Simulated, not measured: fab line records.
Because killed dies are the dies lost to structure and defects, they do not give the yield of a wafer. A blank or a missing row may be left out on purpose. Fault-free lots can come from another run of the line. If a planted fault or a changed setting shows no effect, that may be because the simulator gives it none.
One fault through the eyes of 2 desks ; flow sky130 ; only its own numbers are on each desk; what lay behind them is given at the end

## FROM THE METROLOGY DESK
Lot by lot, what the gauges showed, no matter which tool ran the lot: averages of those sampled wafers that carry a number. A lot is out of limits, marked OUT, if its mean lies more than 4 standard deviations from the usual mean; the brackets give that distance.
Columns: A = LI_CONTACT_HDPCVD_THK at SKY_LI_CONTACT_THK_MEAS_01, usual 906 nm; B = cdNm at SKY_LI_CONTACT_CD_MEAS_12, usual 169.8 nm; C = LI_CONTACT_W_THK at SKY_LI_CONTACT_THK_MEAS_23, usual 411 nm
lot;first seen here;A;B;C
L828;day 28 00:26;902;170.6;400
L830;day 28 14:35;913;169.1;406
L831;day 29 11:22;915;170.4;413
L833;day 30 06:37;888;171.8;409
L835;day 30 20:37;896;171.6;407
L836;day 31 08:55;913;170.5;410
L837;day 31 15:34;909;170.1;418
L838;day 31 19:07;910;168.1;414
L841;day 32 15:25;901;167.8;412
L840;day 32 15:49;898;168.0;421
L842;day 33 00:07;903;171.9;414
Result from this desk: across the 11 lots, nothing is out of limits.

## THE TOOL OWNER'S DESK: rieMetal-01
The tool's own readings at SKY_LOCAL_INTERCONNECT_ETCH_13 (etches BARC in N2/H2, stops on SiO2, time 45.9 s, target depth 60 nm): means of the sampled wafers that have a number, for each lot that ran on this tool. A lot is out of limits, marked OUT, if its mean lies more than 4 standard deviations from the usual mean; the brackets give that distance.
Columns: A = drypumpMotorCurrentA at SKY_LOCAL_INTERCONNECT_ETCH_13, usual 5.5 A; B = oesProductAu at SKY_LOCAL_INTERCONNECT_ETCH_13, usual 0.855 a.u.; C = throttleValvePct at SKY_LOCAL_INTERCONNECT_ETCH_13, usual 13.226 %
lot;first seen here;A;B;C
L828;day 30 09:52;5.5;0.855;13.223
L830;day 31 00:11;4.7;0.851;13.225
L831;day 31 20:14;5.1;0.855;13.227
L835;day 33 06:08;5.1;0.855;13.223
L836;day 33 17:08;5.5;0.851;13.216
L840;day 34 23:40;5.1;0.855;13.224
L842;day 35 07:09;5.5;0.858;13.231
Result from this desk: across the 7 lots, nothing is out of limits.

## TAKEN TOGETHER
Nothing out of limits was seen by the metrology desk.
Nothing out of limits was seen by the tool owner's desk.

## WHAT THE SIMULATOR HAD PUT IN
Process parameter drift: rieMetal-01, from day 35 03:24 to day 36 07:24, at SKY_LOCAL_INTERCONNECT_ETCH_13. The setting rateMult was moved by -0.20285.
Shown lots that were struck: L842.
